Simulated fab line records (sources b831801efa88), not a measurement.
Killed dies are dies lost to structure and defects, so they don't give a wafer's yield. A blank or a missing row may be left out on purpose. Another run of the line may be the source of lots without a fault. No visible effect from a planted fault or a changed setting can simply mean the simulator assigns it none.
A lot that was struck, set against a sound lot ; flow gf180mcu ; 15 steps out of a route of 602
Sound: wafers L127.1, L127.3, L127.4. Struck: wafer L122.2. (L122.1, L122.3 of the same lot were not struck and are left out.) The cause comes at the end.
Per side, at each step with rows, come the tool, then ch with its chambers, and then its first start. Under that, the readings that differ: sound wafers ; struck wafers ; difference of the means ; sigmas: that difference in standard deviations of wafers without a fault.
alike: a reading whose means differ by less than 2 such deviations, as well as words and numbers matching on both sides. not compared: withheld readings; readings where some wafer has no value; bounds like >300 that might hide an equal value; numbers whose values overlap and for which the record gives no deviation.
Wherever a step has rows on one side only, a row that says differs or no value, or a row with sigmas, the two part there. Numbers that don't overlap but have no deviation are shown without sigmas and don't part them. Lack of a reading on every wafer of one side parts them only where that side has two or more wafers.

first, 1 step without rows for these wafers: GF_VT_IMPLANT_IMPLANT_19.
GF_VT_IMPLANT_STRIP_20: strips in O2/N2.
  sound on plasma_asher-02 ch 0,1, day 10 10:05; struck on plasma_asher-03 ch 0, day 9 03:44
reading;sound;struck;difference;sigmas
strip_time_to_endpoint_s (s);12.61 12.62 12.59;12.68;+0.07;+2
  alike: chamber_pressure_mTorr, drypump_motor_current_A, heater_power_w, oes_product_au
  not compared: rf_hours_counter_h
GF_VT_IMPLANT_TW_MEAS_21:
  sound on film_metro-04 at day 10 10:11; struck on film_metro-04 at day 9 03:50
  alike: VT_IMPLANT_2_TW
then, 7 steps without rows for these wafers: GF_VT_IMPLANT_DEHYDRATE_22 (time 60 s); GF_VT_IMPLANT_HMDS_23 (prime time 60 s); GF_VT_IMPLANT_COAT_24 (resist thk 1000 nm); GF_VT_IMPLANT_SOFTBAKE_25 (time 60 s); GF_VT_IMPLANT_EXPOSE_26 (exposes mask LVPWELL HV AREA, target cd 860 nm); GF_VT_IMPLANT_PEB_27; GF_VT_IMPLANT_DEVELOP_28 (develop time 60 s).
GF_VT_IMPLANT_OVL_MEAS_29:
  sound on overlay-02 at day 11 04:21; struck on overlay-02 at day 9 21:43
  alike: VT_IMPLANT_02_OVL
then, 1 step without rows for these wafers: GF_VT_IMPLANT_IMPLANT_30.
GF_VT_IMPLANT_STRIP_31: strips in O2/N2.
  sound on plasma_asher-01 ch 0,1, day 11 04:32; struck on plasma_asher-03 ch 1, day 9 21:53
reading;sound;struck;difference;sigmas
chamber_pressure_mTorr (mTorr);1500.8 1498.3 1499.1;1800.4;+301.0;+99 or more
oes_product_au (a.u.);0.714 0.715 0.722;0.733;+0.016;+3
strip_time_to_endpoint_s (s);12.69 12.70 12.69;12.22;-0.47;-12
  alike: drypump_motor_current_A, heater_power_w
  not compared: rf_hours_counter_h
GF_VT_IMPLANT_TW_MEAS_32:
  sound on film_metro-04 at day 11 04:38; struck on film_metro-02 at day 9 21:59
  alike: VT_IMPLANT_3_TW
-- the record jumps here: 23 days lie between the struck wafers' starts before and after (it left off in module VT_IMPLANT and takes up again in module PASSIVATION, whose first step shown is number 602 of the route) --
GF_PASSIVATION_PROBE_99:
  rows exist in the record for the struck wafers here (prober-02, day 32 11:13), but not for the sound ones

WHERE THEY PART
First at GF_VT_IMPLANT_STRIP_20; last, within this record, at GF_PASSIVATION_PROBE_99.

WHY: the cause the simulator had injected
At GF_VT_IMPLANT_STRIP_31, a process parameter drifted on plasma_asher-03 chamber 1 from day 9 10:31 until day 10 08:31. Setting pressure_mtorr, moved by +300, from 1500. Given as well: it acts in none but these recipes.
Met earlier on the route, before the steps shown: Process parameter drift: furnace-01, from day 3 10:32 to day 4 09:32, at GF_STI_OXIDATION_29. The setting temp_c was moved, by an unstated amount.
